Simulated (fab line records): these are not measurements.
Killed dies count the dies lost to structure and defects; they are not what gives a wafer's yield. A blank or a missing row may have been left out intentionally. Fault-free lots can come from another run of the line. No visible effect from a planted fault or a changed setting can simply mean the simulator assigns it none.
Which tool did it? | flow sky130 | 21 wafers sampled from 7 lots at 1 step of a route of 708

WHAT EACH GAUGE READ, for each wafer
SKY_VIA2_THK_MEAS_01.
lot  | measured     | on            | VIA2_HDPCVD_THK (nm)
L200 | day 35 23:16 | film-metro-03 | 1180 1197 1176
L202 | day 36 23:37 | film-metro-02 | 1190 1188 1183
L205 | day 37 14:49 | film-metro-02 | 1182 1183 1193
L211 | day 39 10:44 | film-metro-02 | 1188 1175 1182
L217 | day 41 03:29 | film-metro-02 | 1198 1219 1201
L218 | day 41 13:22 | film-metro-01 | 1211 1205 1167
L222 | day 42 06:43 | film-metro-03 | 1194 1224 1197

WHICH TOOL RAN EACH LOT (tool, then ch and the chambers of the sampled wafers, then the start)
There is no process step in the record ahead of these readings.

THE ANSWER, worked out from the rows above alone
Rule: the lots themselves supply what counts as usual. Put in order of their means at a reading, lots are off if they are a third of the lots or fewer, leave a main group of 4 or more, and stand apart from it by a gap of 3 or more times the standard deviation of the main group's means; of several such gaps the widest counts. If all means in a main group match to the digits the tables above print for the reading, that group is not used. Also off: a lot with no number at a reading for which 4 or more lots have one. Where the step has rows for the other lots, those lots are counted as sound.
No lot is off at any reading shown: from this, nothing can be told.

WHAT THE SIMULATOR HAD PUT IN
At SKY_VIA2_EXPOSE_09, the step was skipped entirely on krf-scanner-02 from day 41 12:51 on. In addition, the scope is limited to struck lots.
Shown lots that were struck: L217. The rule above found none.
